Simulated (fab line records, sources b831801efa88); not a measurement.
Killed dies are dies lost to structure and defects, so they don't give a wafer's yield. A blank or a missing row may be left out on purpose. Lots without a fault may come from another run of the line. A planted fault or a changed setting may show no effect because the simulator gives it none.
Chamber matching | flow sky130 | SKY_FIELD_ISO_ETCH_17 on rie_si-02: 4 sister chambers
The step etches Si in HBr/Cl2/O2, target depth 342 nm, time 97.7 s. 14 wafers are shown with their chamber, then 7 later ones without.

WAFERS WITH THEIR CHAMBER
wafer  | chamber | drypump_motor_current_A (A) | oes_product_au (a.u.) | throttle_valve_pct (%)
L383.1 | 1       | 5.2                         | 1.016                 | 25.647
L383.2 | 3       | 6.3                         | 1.012                 | 25.639
L383.5 | 2       | 5.9                         | 0.997                 | 25.667
L391.1 | 2       | 5.8                         | 0.994                 | 25.657
L391.2 | 0       | 5.2                         | 0.989                 | 25.665
L391.5 | 1       | 5.2                         | 1.009                 | 25.646
L393.1 | 3       | 6.3                         | 1.015                 | 25.654
L393.2 | 2       | 5.9                         | 1.006                 | 25.654
L393.3 | 0       | 5.2                         | 0.986                 | 25.671
L397.1 | 1       | 5.2                         | 1.019                 | 25.635
L397.4 | 3       | 6.3                         | 1.015                 | 25.636
L397.6 | 1       | 5.2                         | 1.027                 | 25.656
L398.1 | 2       | 5.9                         | 1.007                 | 25.661
L398.2 | 3       | 6.3                         | 1.028                 | 25.646

SIGNATURES (means of the wafers above)
reading                 | chamber 0 | chamber 1 | chamber 2 | chamber 3 | scatter within a chamber
drypump_motor_current_A | 5.200     | 5.200     | 5.875     | 6.300     | 0.0274
oes_product_au          | 0.98750   | 1.01775   | 1.00100   | 1.01750   | 0.00671
throttle_valve_pct      | 25.66800  | 25.64600  | 25.65975  | 25.64375  | 0.00726
Rule: a wafer's distance from a chamber is the root of the sum, over the readings, of the square of ((its reading less the chamber's mean) divided by the reading's scatter). The wafer belongs to the nearest chamber; if the next one is less than 2 further off, it can't be placed. The scatter: the root of (the sum of the squares of (reading less its chamber's mean) over the shown wafers, divided by (wafers less chambers)).

WAFERS WITHOUT THEIR CHAMBER
wafer  | drypump_motor_current_A (A) | oes_product_au (a.u.) | throttle_valve_pct (%)
L398.5 | 6.3                         | 1.011                 | 25.651
L402.2 | 6.3                         | 1.010                 | 25.643
L402.3 | 5.9                         | 0.999                 | 25.653
L402.4 | 5.2                         | 1.016                 | 25.652
L403.3 | 6.3                         | 1.011                 | 25.628
L403.4 | 6.3                         | 1.014                 | 25.644
L403.5 | 5.2                         | 1.009                 | 25.645

WHICH CHAMBER EACH WENT THROUGH
wafer  | from the rows above | in truth
L398.5 | 3                   | 3
L402.2 | 3                   | 3
L402.3 | 2                   | 2
L402.4 | 1                   | 1
L403.3 | 3                   | 3
L403.4 | 3                   | 3
L403.5 | 1                   | 1
Placed correctly: 7 of 7. Can't be placed from these rows: 0. Placed wrongly: 0.
